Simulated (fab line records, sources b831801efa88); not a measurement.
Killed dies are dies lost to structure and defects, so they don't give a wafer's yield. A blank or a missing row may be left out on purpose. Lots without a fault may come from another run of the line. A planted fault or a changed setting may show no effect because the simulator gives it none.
One fault seen from 2 desks | flow sky130 | each desk has only its own numbers; what lay behind them comes last

THE TOOL OWNER'S DESK: krf_scanner-01
The tool's own readings at SKY_POLY_CUT_EXPOSE_05 (exposes mask NPCM, target cd 270 nm): means of the sampled wafers that have a number, for each lot that ran on this tool. A lot is out of limits, marked OUT, if its mean lies more than 4 standard deviations from the usual mean; the brackets give that distance.
Columns: A = exposure_dose_mJ_cm2 at SKY_POLY_CUT_EXPOSE_05, usual 32.002
lot  | first seen here | A
L421 | day 23 13:34    | 32.016
L422 | day 23 22:04    | 31.981
L425 | day 24 17:27    | 31.994
L435 | day 29 09:17    | 32.192 (+7.0) OUT
This desk's finding: out of limits on L435; first on L435, day 29 09:17 (exposure_dose_mJ_cm2 at SKY_POLY_CUT_EXPOSE_05). In limits: L421, L422, L425.

THE METROLOGY DESK
What the gauges read, lot by lot, whatever tool the lot ran on: means of the sampled wafers that have a number. A lot is out of limits, marked OUT, if its mean lies more than 4 standard deviations from the usual mean; the brackets give that distance.
Columns: A = cd_nm at SKY_POLY_CUT_CD_MEAS_08, usual 269.7 nm; B = SD_P_TW at SKY_SD_P_TW_MEAS_11, usual 2816; C = RES_XHIGH_TW at SKY_RES_XHIGH_TW_MEAS_09, usual 1624; D = RES_XHIGH_RS at SKY_SD_N_RS_MEAS_18, usual 333.3 ohm/sq
lot  | first seen here | A     | B    | C    | D
L421 | day 24 04:39    | 269.9 | 2762 | 1649 | 332.8
L422 | day 24 12:37    | 270.1 | 2762 | 1609 | 333.8
L423 | day 24 15:24    | 267.6 | 2836 | 1640 | 334.0
L424 | day 25 02:03    | 270.0 | 2845 | 1601 | 335.4
L425 | day 25 07:50    | 267.1 | 2773 | 1605 | 332.8
L435 | day 29 23:13    | 264.4 | 2830 | 1599 | 334.4
L437 | day 30 05:42    | 268.8 | 2767 | 1599 | 333.0
L438 | day 30 07:13    | 270.6 | 2849 | 1672 | 332.4
L439 | day 30 12:40    | 270.3 | 2845 | 1647 | 334.2
L441 | day 30 21:48    | 271.3 | 2838 | 1598 | 334.8
This desk's finding: nothing out of limits on any of the 10 lots.

PUT TOGETHER
The tool owner's desk could have raised an alarm at day 29 09:17, on L435.
The metrology desk saw nothing out of limits.
The metrology desk has L435 on record, within its limits.
Of the lots named, all ran SKY_POLY_CUT_EXPOSE_05 on krf_scanner-01.

WHAT THE SIMULATOR HAD PUT IN
Process parameter drift: krf_scanner-01, from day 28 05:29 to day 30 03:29, at SKY_POLY_CUT_EXPOSE_05. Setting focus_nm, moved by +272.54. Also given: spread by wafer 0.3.
Lots struck among those shown: L435.
Hours from the fault's start to each desk's first reading out of limits: the tool owner's desk, 28.
